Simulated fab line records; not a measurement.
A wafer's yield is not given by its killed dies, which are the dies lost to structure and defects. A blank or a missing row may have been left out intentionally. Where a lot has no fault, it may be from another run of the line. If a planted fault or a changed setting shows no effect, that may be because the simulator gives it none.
fab line records + flow gf180mcu
record:
- lots: 6
- wafers: 18
- lastDay: 34
route steps=602 shown TOP_METAL@571 PASSIVATION@602
lots that met no fault: taken from a fault-free run of the same line
startH: hours from the record's opening day to when the first of the lot's shown wafers began + waitH: hours since the lot's step before + " identical to the entry in the row above + L1.1+2: one row covering several wafers at once + - no value, or no start given + * or withheld: withheld + < > ~ a bound
route shown NAME@n: NAME is a module with steps in the file, n the number in the route of the first one + usual: mean and standard deviation over wafers with no fault + same: alike in all rows + chamber/n: place in a boat + sites: readings site by site + _std_site: standard deviation across them + _edge_site: outer sites' mean less inner sites' + radiusMm: for every site, how far away it sits from the centre of the wafer + mask NAME#n: copy n + behind: the most recent tool/chamber to have shaped the wafer + hold: the reason the lot was held/the length of the hold in hours/how it ended + device: the transistor (n, p or np) that didn't switch + end of line: tests of these same wafers at the route's end + where a step has no rows: the recipe by itself + killed: dies that structure and defects cost at the first sort, which is not the same as the wafer's yield + map: a wafer's dies, marking killed ones x, the rest . and places with no die _
set.NAME: the run value of the setting; set.NAME@STEP: its run value at that earlier step + model.NAME: the simulator's own value behind a step, which no gauge read
a table for each step, a row for each wafer; lots at some steps of the route
services: a tool's chamber out of use, with start hour (startH, from the record's first day; less than 0 if before it), hours out, and reason
== steps ==
step: GF_TOP_METAL_SPUTTER_04
recipe:
- material: TiN
- targetThkNm: 25
- powerW: 6500
- timeS: 20.8
- chamberPressurePa: 0.4
usual:
- throttleValvePct: 29.9/0.68
| lot.wafer | tool          | chamber | startH | waitH | throttleValvePct |
|-----------|---------------|---------|--------|-------|------------------|
| L704.2    | pvdSputter-02 | -       | 663.71 | 0.0   | 30.7             |
| L704.3    | "             | -       | "      | "     | 29.5             |
| L704.4    | "             | -       | "      | "     | 30.2             |
| L706.1    | pvdSputter-04 | -       | 675.21 | 0.0   | 30.7             |
| L706.2    | "             | -       | "      | "     | 30.5             |
| L706.5    | "             | -       | "      | "     | 28.7             |
| L717.1    | pvdSputter-04 | -       | 748.57 | 0.0   | 30.7             |
| L717.4    | "             | -       | "      | "     | 28.5             |
| L717.5    | "             | -       | "      | "     | 30.5             |
| L719.3    | pvdSputter-02 | -       | 763.26 | 0.0   | 29.2             |
| L719.4    | "             | -       | "      | "     | 30.2             |
| L719.5    | "             | -       | "      | "     | 30.3             |
| L722.1    | pvdSputter-01 | -       | 775.31 | 0.0   | 29.6             |
| L722.2    | "             | -       | "      | "     | 28.9             |
| L722.5    | "             | -       | "      | "     | 30.3             |
| L723.1    | pvdSputter-01 | -       | 785.34 | 0.0   | 29.5             |
| L723.2    | "             | -       | "      | "     | 30.4             |
| L723.3    | "             | -       | "      | "     | 28.7             |
step: GF_TOP_METAL_RS_MEAS_05
recipe:
- thkMeasGauge: four-point-probe
- reads: TiN_of_TOP_METAL_SPUTTER_04+Ti_of_TOP_METAL_SPUTTER_03+AlCu_of_TOP_METAL_SPUTTER_02+TiN_of_TOP_METAL_SPUTTER_01+Ti_of_TOP_METAL_SPUTTER_00
usual:
- TOP_METAL_ALCU_RS: 0.0328/0.00037
| lot.wafer | tool         | chamber | startH | waitH | TOP_METAL_ALCU_RS[ohm/sq] |
|-----------|--------------|---------|--------|-------|---------------------------|
| L704.2    | filmMetro-03 | -       | 663.76 | 0.0   | 0.0331                    |
| L704.3    | "            | -       | "      | "     | 0.0335                    |
| L704.4    | "            | -       | "      | "     | 0.0332                    |
| L706.1    | filmMetro-02 | -       | 675.24 | 0.0   | 0.0324                    |
| L706.2    | "            | -       | "      | "     | 0.0325                    |
| L706.5    | "            | -       | "      | "     | 0.0328                    |
| L717.1    | filmMetro-03 | -       | 748.60 | 0.0   | 0.0331                    |
| L717.4    | "            | -       | "      | "     | 0.0329                    |
| L717.5    | "            | -       | "      | "     | 0.0329                    |
| L719.3    | filmMetro-04 | -       | 763.33 | 0.1   | 0.0333                    |
| L719.4    | "            | -       | "      | "     | 0.0333                    |
| L719.5    | "            | -       | "      | "     | 0.0334                    |
| L722.1    | filmMetro-04 | -       | 775.33 | 0.0   | 0.0323                    |
| L722.2    | "            | -       | "      | "     | 0.0323                    |
| L722.5    | "            | -       | "      | "     | 0.0324                    |
| L723.1    | filmMetro-03 | -       | 785.36 | 0.0   | 0.0324                    |
| L723.2    | "            | -       | "      | "     | 0.0324                    |
| L723.3    | "            | -       | "      | "     | 0.0323                    |
step: GF_TOP_METAL_THK_MEAS_06
recipe:
- thkMeasGauge: xrf
- reads: AlCu_of_TOP_METAL_SPUTTER_02
usual:
- TOP_METAL_ALCU_THK: 877/12
| lot.wafer | tool         | chamber | startH | waitH | TOP_METAL_ALCU_THK[nm] |
|-----------|--------------|---------|--------|-------|------------------------|
| L704.2    | filmMetro-03 | -       | 663.87 | 0.1   | 862                    |
| L704.3    | "            | -       | "      | "     | 853                    |
| L704.4    | "            | -       | "      | "     | 858                    |
| L706.1    | filmMetro-02 | -       | 675.36 | 0.1   | 876                    |
| L706.2    | "            | -       | "      | "     | 869                    |
| L706.5    | "            | -       | "      | "     | 866                    |
| L717.1    | filmMetro-03 | -       | 748.72 | 0.1   | 866                    |
| L717.4    | "            | -       | "      | "     | 871                    |
| L717.5    | "            | -       | "      | "     | 872                    |
| L719.3    | filmMetro-04 | -       | 763.43 | 0.1   | 875                    |
| L719.4    | "            | -       | "      | "     | 872                    |
| L719.5    | "            | -       | "      | "     | 869                    |
| L722.1    | filmMetro-04 | -       | 775.45 | 0.1   | 906                    |
| L722.2    | "            | -       | "      | "     | 902                    |
| L722.5    | "            | -       | "      | "     | 902                    |
| L723.1    | filmMetro-03 | -       | 785.48 | 0.1   | 889                    |
| L723.2    | "            | -       | "      | "     | 886                    |
| L723.3    | "            | -       | "      | "     | 889                    |
step: GF_TOP_METAL_DEHYDRATE_07
recipe:
- tempC: 200
- timeS: 60
step: GF_TOP_METAL_HMDS_08
recipe:
- primeTimeS: 60
- primeTempC: 120
step: GF_TOP_METAL_COAT_09
recipe:
- resist: NOVOLAK
- spinRpm: 3000
- resistThkNm: 1500
step: GF_TOP_METAL_SOFTBAKE_10
recipe:
- tempC: 90
- timeS: 60
- resist: NOVOLAK
step: GF_TOP_METAL_EXPOSE_11
recipe:
- maskId: MetalTop
- targetCdNm: 440
- na: 0.6
- sourceShape: conventional
- sigmaOuter: 0.6
- doseMj: 170
step: GF_TOP_METAL_PEB_12
recipe:
- tempC: withheld
- timeS: *
- resist: NOVOLAK
step: GF_TOP_METAL_DEVELOP_13
recipe:
- developTimeS: 61.4
- devTempC: 23
step: GF_TOP_METAL_CD_MEAS_14
recipe:
- targetCdNm: 440
usual:
- cdNm: 440.4/2
| lot.wafer | tool     | chamber | startH | waitH | cdNm  |
|-----------|----------|---------|--------|-------|-------|
| L704.2    | cdSem-01 | -       | 681.36 | 0.1   | 439.8 |
| L704.3    | "        | -       | "      | "     | 442.1 |
| L704.4    | "        | -       | "      | "     | 441.7 |
| L706.1    | cdSem-02 | -       | 693.89 | 0.1   | 440.6 |
| L706.2    | "        | -       | "      | "     | 439.1 |
| L706.5    | "        | -       | "      | "     | 439.3 |
| L717.1    | cdSem-01 | -       | 764.19 | 0.1   | 442.7 |
| L717.4    | "        | -       | "      | "     | 441.1 |
| L717.5    | "        | -       | "      | "     | 440.3 |
| L719.3    | cdSem-02 | -       | 778.48 | 0.1   | 440.5 |
| L719.4    | "        | -       | "      | "     | 440.6 |
| L719.5    | "        | -       | "      | "     | 440.6 |
| L722.1    | cdSem-02 | -       | 790.00 | 0.1   | 440.4 |
| L722.2    | "        | -       | "      | "     | 440.8 |
| L722.5    | "        | -       | "      | "     | 442.4 |
| L723.1    | cdSem-01 | -       | 800.64 | 0.1   | 437.7 |
| L723.2    | "        | -       | "      | "     | 438.4 |
| L723.3    | "        | -       | "      | "     | 437.9 |
step: GF_TOP_METAL_OVL_MEAS_15
usual:
- TOP_METAL_OVL: -0.9/1.5
| lot.wafer | tool       | chamber | startH | waitH | TOP_METAL_OVL[nm] |
|-----------|------------|---------|--------|-------|-------------------|
| L704.2    | overlay-01 | -       | 681.46 | 0.1   | -0.1              |
| L704.3    | "          | -       | "      | "     | 0.7               |
| L704.4    | "          | -       | "      | "     | 1.1               |
| L706.1    | overlay-02 | -       | 694.01 | 0.1   | -0.7              |
| L706.2    | "          | -       | "      | "     | -0.8              |
| L706.5    | "          | -       | "      | "     | -0.6              |
| L717.1    | overlay-01 | -       | 764.31 | 0.1   | 0.3               |
| L717.4    | "          | -       | "      | "     | 1.1               |
| L717.5    | "          | -       | "      | "     | 1.0               |
| L719.3    | overlay-01 | -       | 778.57 | 0.1   | -2.4              |
| L719.4    | "          | -       | "      | "     | -2.0              |
| L719.5    | "          | -       | "      | "     | -1.1              |
| L722.1    | overlay-01 | -       | 790.12 | 0.1   | -2.1              |
| L722.2    | "          | -       | "      | "     | -2.6              |
| L722.5    | "          | -       | "      | "     | -4.1              |
| L723.1    | overlay-02 | -       | 800.76 | 0.1   | -2.3              |
| L723.2    | "          | -       | "      | "     | -3.4              |
| L723.3    | "          | -       | "      | "     | -5.4              |
step: GF_TOP_METAL_METAL_ETCH_16
recipe:
- chemistry: Cl2/BCl3
- maskMaterial: NOVOLAK
- targetDepthNm: 1077.5
- stopOn: SiO2
- pressureMtorr: 8
- icpW: 800
- biasW: 140
- Cl2_flow_sccm: 80
- bcl3FlowSccm: 40
- timeS: 179.6
usual:
- chamberPressureMTorr: 8.000/0.0075
- drypumpMotorCurrentA: 5.76/0.23
- oesProductAu: 0.965/0.0069
- rfFwdPowerW: 797.2/2.6
- throttleValvePct: 28.258/0.01
| lot.wafer | tool        | chamber | startH | waitH | chamberPressureMTorr | drypumpMotorCurrentA | oesProductAu | rfFwdPowerW | rfHoursCounterH | throttleValvePct | model.etch.depthNm | model.TOP_METAL.featureDepthNm | model.NOVOLAK_of_TOP_METAL_COAT_09.thkNm |
|-----------|-------------|---------|--------|-------|----------------------|----------------------|--------------|-------------|-----------------|------------------|--------------------|--------------------------------|------------------------------------------|
| L704.2    | rieMetal-02 | 0       | 681.55 | 0.1   | 7.994                | 5.73                 | 0.958        | 799.1       | -               | 28.270           | 1009               | 1009                           | 1069                                     |
| L704.3    | "           | 0       | "      | "     | 7.999                | 5.73                 | 0.959        | 794.3       | -               | 28.273           | 1003               | 1003                           | 1082                                     |
| L704.4    | "           | 0       | "      | "     | 7.993                | 5.73                 | 0.958        | 795.3       | -               | 28.266           | 1011               | 1011                           | 1072                                     |
| L706.1    | rieMetal-04 | 0       | 694.04 | 0.0   | 7.997                | 5.78                 | 0.974        | 796.1       | 4               | 28.248           | 1032               | 1032                           | 1065                                     |
| L706.2    | "           | 1       | "      | "     | 8.006                | 5.63                 | 0.968        | 793.9       | 14              | 28.249           | 1029               | 1029                           | 1064                                     |
| L706.5    | "           | 1       | "      | "     | 8.000                | 5.63                 | 0.966        | 798.6       | -               | 28.255           | 1023               | 1023                           | 1065                                     |
| L717.1    | rieMetal-04 | 0       | 764.34 | 0.0   | 8.001                | 5.84                 | 0.916        | 667.4       | 9               | 28.302           | 937.2              | 937.2                          | 1137                                     |
| L717.4    | "           | 0       | "      | "     | 7.993                | 5.86                 | 0.921        | 668.4       | -               | 28.302           | 936.2              | 936.2                          | 1134                                     |
| L717.5    | "           | 0       | "      | "     | 8.000                | 5.85                 | 0.915        | 668.3       | -               | 28.305           | 932.8              | 932.8                          | 1132                                     |
| L719.3    | rieMetal-04 | 1       | 778.65 | 0.1   | 8.004                | 5.65                 | 0.962        | 795.5       | -               | 28.265           | 1008               | 1008                           | 1070                                     |
| L719.4    | "           | 0       | "      | "     | 8.001                | 5.87                 | 0.916        | 669.8       | -               | 28.314           | 927.8              | 927.8                          | 1132                                     |
| L719.5    | "           | 1       | "      | "     | 7.996                | 5.66                 | 0.953        | 796.0       | -               | 28.259           | 1006               | 1006                           | 1073                                     |
| L722.1    | rieMetal-01 | 1       | 790.16 | 0.0   | 7.993                | 6.39                 | 0.974        | 794.7       | 7               | 28.257           | 1037               | 1037                           | 1060                                     |
| L722.2    | "           | 0       | "      | "     | 8.007                | 5.34                 | 0.971        | 794.4       | 15              | 28.258           | 1035               | 1035                           | 1062                                     |
| L722.5    | "           | 0       | "      | "     | 8.006                | 5.35                 | 0.976        | 800.5       | -               | 28.238           | 1034               | 1034                           | 1059                                     |
| L723.1    | rieMetal-02 | 0       | 800.79 | 0.0   | 7.999                | 5.72                 | 0.969        | 797.0       | 25              | 28.266           | 1032               | 1032                           | 1067                                     |
| L723.2    | "           | 0       | "      | "     | 8.006                | 5.73                 | 0.964        | 795.9       | -               | 28.261           | 1031               | 1031                           | 1074                                     |
| L723.3    | "           | 0       | "      | "     | 7.997                | 5.72                 | 0.979        | 799.2       | -               | 28.255           | 1035               | 1035                           | 1073                                     |
step: GF_TOP_METAL_STRIP_17
recipe:
- chemistry: O2/N2
- powerW: 1400
- pressureMtorr: 1500
- platenTempC: 250
- o2FlowSccm: 3000
- n2FlowSccm: 300
- overashFraction: 0.5
usual:
- chamberPressureMTorr: 1499.9/1.4
- drypumpMotorCurrentA: 5.7/0.31
- heaterPowerW: 344/31
- oesProductAu: 0.711/0.0043
- stripTimeToEndpointS: 13.47/0.06
| lot.wafer | tool           | chamber | startH | waitH | chamberPressureMTorr | drypumpMotorCurrentA | heaterPowerW | oesProductAu | rfHoursCounterH | stripTimeToEndpointS |
|-----------|----------------|---------|--------|-------|----------------------|----------------------|--------------|--------------|-----------------|----------------------|
| L704.2    | plasmaAsher-04 | 0       | 681.84 | 0.2   | 1499.5               | 6.0                  | 330          | 0.713        | 106             | 13.44                |
| L704.3    | "              | 0       | "      | "     | 1503.9               | 5.9                  | 340          | 0.711        | -               | 13.59                |
| L704.4    | "              | 1       | "      | "     | 1500.6               | 6.1                  | 330          | 0.708        | -               | 13.48                |
| L706.1    | plasmaAsher-01 | 0       | 694.22 | 0.1   | 1500.5               | 5.3                  | 356          | 0.710        | 91              | 13.39                |
| L706.2    | "              | 1       | "      | "     | 1500.5               | 5.3                  | 303          | 0.699        | 91              | 13.39                |
| L706.5    | "              | 1       | "      | "     | 1500.3               | 5.4                  | 313          | 0.717        | -               | 13.39                |
| L717.1    | plasmaAsher-01 | 0       | 764.52 | 0.1   | 1498.9               | 5.4                  | 353          | 0.712        | 98              | 14.25                |
| L717.4    | "              | 1       | "      | "     | 1500.7               | 5.4                  | 308          | 0.711        | -               | 14.21                |
| L717.5    | "              | 0       | "      | "     | 1499.9               | 5.4                  | 356          | 0.712        | -               | 14.17                |
| L719.3    | plasmaAsher-04 | 1       | 778.80 | 0.1   | 1501.7               | 6.1                  | 327          | 0.706        | -               | 13.45                |
| L719.4    | "              | 0       | "      | "     | 1495.4               | 5.9                  | 339          | 0.718        | -               | 14.18                |
| L719.5    | "              | 0       | "      | "     | 1502.1               | 5.9                  | 338          | 0.719        | -               | 13.49                |
| L722.1    | plasmaAsher-02 | 1       | 790.33 | 0.1   | 1499.9               | 5.6                  | 410          | 0.711        | 38              | 13.33                |
| L722.2    | "              | 0       | "      | "     | 1499.1               | 6.0                  | 345          | 0.713        | 38              | 13.35                |
| L722.5    | "              | 0       | "      | "     | 1499.7               | 6.1                  | 338          | 0.697        | -               | 13.31                |
| L723.1    | plasmaAsher-02 | 0       | 801.14 | 0.3   | 1497.6               | 6.1                  | 331          | 0.713        | 38              | 13.43                |
| L723.2    | "              | 1       | "      | "     | 1500.8               | 5.6                  | 403          | 0.701        | 38              | 13.51                |
| L723.3    | "              | 0       | "      | "     | 1497.4               | 6.1                  | 340          | 0.708        | -               | 13.48                |
step: GF_TOP_METAL_STRIP_18
recipe:
- chemistry: postEtchResidueRemover
- timeS: 1200
- tempC: 72.5
step: GF_PASSIVATION_PROBE_99
| lot.wafer  | tool      | chamber | startH | waitH | model.etest.diodeNwellSub.overLimit | model.etest.diodeDnwellSub.overLimit | model.etest.nplusSal.short | model.etest.via4Chain.short | model.etest.gateToDiffusionComb.overLimit | model.etest.diode_pplus_nwell_6v.overLimit | model.etest.via3Chain.short | model.etest.contactNplus.short |
|------------|-----------|---------|--------|-------|-------------------------------------|--------------------------------------|----------------------------|-----------------------------|-------------------------------------------|--------------------------------------------|-----------------------------|--------------------------------|
| L704.2+3+4 | prober-01 | -       | 703.29 | 0.1   | 0                                   | 0                                    | 0                          | 0                           | 0                                         | 0                                          | 0                           | 0                              |
| L706.1+2+5 | prober-01 | -       | 715.41 | 0.1   | 0                                   | 0                                    | 0                          | 0                           | 0                                         | 0                                          | 0                           | 0                              |
| L717.1+4+5 | prober-02 | -       | 783.14 | 0.1   | 1                                   | 1                                    | 1                          | 1                           | 1                                         | 1                                          | 1                           | 1                              |
| L719.3+5   | prober-02 | -       | 796.94 | 0.2   | 0                                   | 0                                    | 0                          | 0                           | 0                                         | 0                                          | 0                           | 0                              |
| L719.4     | prober-02 | -       | 796.99 | 0.2   | 1                                   | 1                                    | 1                          | 1                           | 1                                         | 1                                          | 1                           | 1                              |
| L722.1+2+5 | prober-01 | -       | 807.79 | 0.1   | 0                                   | 0                                    | 0                          | 0                           | 0                                         | 0                                          | 0                           | 0                              |
| L723.1+2+3 | prober-02 | -       | 816.67 | 0.1   | 0                                   | 0                                    | 0                          | 0                           | 0                                         | 0                                          | 0                           | 0                              |
killed by level:class
L704.2 CONTACT:geometricParticle:open=7 STI:geometricParticle:short=4 V5:geometricParticle:open=4 STI:geometricParticle:open=3 V2:geometricParticle:open=3 M4:geometricParticle:short=3 POLY_GATE:geometricParticle:open=2 V3:geometricParticle:open=2
L704.3 STI:geometricParticle:open=4 M3:geometricParticle:short=4 V5:geometricParticle:open=4 V1:geometricParticle:short=3 V2:geometricParticle:open=3 V2:geometricParticle:short=3 V4:geometricParticle:short=3 V4:geometricParticle:open=3
L704.4 M1:geometricParticle:short=6 V3:geometricParticle:open=6 CONTACT:geometricParticle:open=4 V2:geometricParticle:open=4 V4:geometricParticle:open=4 V5:geometricParticle:open=4 STI:geometricParticle:short=3 CONTACT:geometricParticle:short=3
L706.1 V4:geometricParticle:open=8 CONTACT:geometricParticle:open=4 M2:geometricParticle:short=3 CONTACT:geometricParticle:short=2 M1:geometricParticle:short=2 V1:geometricParticle:open=2 V2:geometricParticle:short=2 M3:geometricParticle:short=2
L706.2 V3:geometricParticle:open=6 CONTACT:geometricParticle:open=5 V4:geometricParticle:open=4 V5:geometricParticle:open=4 STI:geometricParticle:short=2 CONTACT:geometricParticle:short=2 M1:geometricParticle:short=2 V1:geometricParticle:short=2
L706.5 V4:geometricParticle:open=6 CONTACT:geometricParticle:open=5 CONTACT:geometricParticle:short=4 V3:geometricParticle:open=4 V2:geometricParticle:open=3 V5:geometricParticle:open=3 M4:geometricParticle:short=2 STI:geometricParticle:short=1
L722.1 V2:geometricParticle:open=7 CONTACT:geometricParticle:open=4 V3:geometricParticle:open=4 M1:geometricParticle:short=3 V4:geometricParticle:open=3 V5:geometricParticle:open=3 V1:geometricParticle:short=2 V1:geometricParticle:open=2
L722.2 V2:geometricParticle:open=8 STI:geometricParticle:open=4 M2:geometricParticle:short=4 M3:geometricParticle:short=4 V3:geometricParticle:open=4 V4:geometricParticle:open=4 STI:geometricParticle:short=3 CONTACT:geometricParticle:open=3
L722.5 V2:geometricParticle:short=6 V4:geometricParticle:open=5 V1:geometricParticle:open=4 CONTACT:geometricParticle:short=3 V5:geometricParticle:open=3 STI:geometricParticle:short=2 STI:geometricParticle:open=2 V1:geometricParticle:short=2
L723.1 V3:geometricParticle:short=6 V1:geometricParticle:open=4 V2:geometricParticle:open=4 HV_LDD:geometricParticle:open=3 CONTACT:geometricParticle:open=3 V3:geometricParticle:open=3 M4:geometricParticle:short=3 STI:geometricParticle:short=2
L723.2 V3:geometricParticle:short=7 CONTACT:geometricParticle:open=5 STI:geometricParticle:open=4 V2:geometricParticle:open=4 V5:geometricParticle:open=4 V3:geometricParticle:open=3 V4:geometricParticle:open=3 STI:geometricParticle:short=2
L723.3 V1:geometricParticle:open=6 V5:geometricParticle:open=5 V4:geometricParticle:open=4 CONTACT:geometricParticle:open=2 M1:geometricParticle:short=2 M3:geometricParticle:short=2 V3:geometricParticle:open=2 STI:geometricParticle:short=1
== services ==
| tool           | chamber | startH | hours | kind                  |
|----------------|---------|--------|-------|-----------------------|
| pvdSputter-01  | 0       | 658.34 | -     | consumableReplace:kit |
| pvdSputter-01  | 0       | 658.34 | 18.0  | scheduledDown         |
| pvdSputter-01  | 0       | 658.34 | 18.0  | ventCycle             |
| rieMetal-04    | -       | 671.87 | 4.3   | pm                    |
| rieMetal-04    | 1       | 695.59 | -     | clean                 |
| rieMetal-04    | 1       | 695.59 | 18.8  | scheduledDown         |
| rieMetal-04    | 1       | 695.59 | 18.8  | ventCycle             |
| rieMetal-02    | -       | 702.60 | 0.8   | repair                |
| rieMetal-01    | -       | 705.21 | 14.6  | pm                    |
| plasmaAsher-02 | -       | 714.84 | 14.6  | pm                    |
| pvdSputter-02  | 1       | 717.34 | -     | consumableReplace:kit |
| pvdSputter-02  | 1       | 717.34 | 18.0  | scheduledDown         |
| pvdSputter-02  | 1       | 717.34 | 18.0  | ventCycle             |
| rieMetal-04    | 1       | 723.80 | 13.1  | repair                |
| plasmaAsher-04 | -       | 733.75 | 9.0   | pm                    |
| plasmaAsher-04 | 0       | 733.75 | 9.0   | ventCycle             |
| plasmaAsher-04 | 1       | 733.75 | 9.0   | ventCycle             |
| plasmaAsher-04 | 0       | 742.75 | -     | clean                 |
| plasmaAsher-04 | 1       | 742.75 | -     | clean                 |
| pvdSputter-01  | -       | 744.17 | 4.9   | repair                |
| plasmaAsher-01 | -       | 752.93 | 7.2   | repair                |
| pvdSputter-01  | 3       | 764.86 | -     | consumableReplace:kit |
| pvdSputter-01  | 3       | 764.86 | 18.0  | scheduledDown         |
| rieMetal-01    | -       | 788.38 | 0.3   | repair                |
== key ==
firstSign:
- step: GF_TOP_METAL_METAL_ETCH_16
- reading: rfFwdPowerW
- direction: down
- sigmas: 50
- usual: 797.2
- struck: 668.5
effect:
- step: GF_TOP_METAL_METAL_ETCH_16
- reading: oesProductAu
- direction: down
- sigmas: 7
- usual: 0.965
- struck: 0.917
effect:
- step: GF_TOP_METAL_STRIP_17
- reading: stripTimeToEndpointS
- direction: up
- sigmas: 12
- usual: *
- struck: *
modelEffect:
- step: GF_TOP_METAL_METAL_ETCH_16
- value: etch.depthNm
- without: 1014
- struck: 933.5
modelEffect:
- step: GF_PASSIVATION_PROBE_99
- value: etest.diodeNwellSub.overLimit
- without: 0
- struck: 1
metAt GF_TOP_METAL_METAL_ETCH_16
struckWafers L717.1,L717.4,L717.5,L719.4
sortLeftOut L717.1,L717.4,L717.5,L719.4
onsetBetween 694.04 764.34
fault:
- kind: processParameterDrift
- tool: rieMetal-04
- chamber: 0
- onsetH: 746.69
- steps: GF_TOP_METAL_METAL_ETCH_16
- channel: icpW
- offset: -128
- shape: step
- endH: 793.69
- actsIn: theseRecipesOnly
- stated: 800
sortLeftOut: the simulated sort isn't trusted on such a fault, so these wafers' sort isn't shown, and their yield isn't known
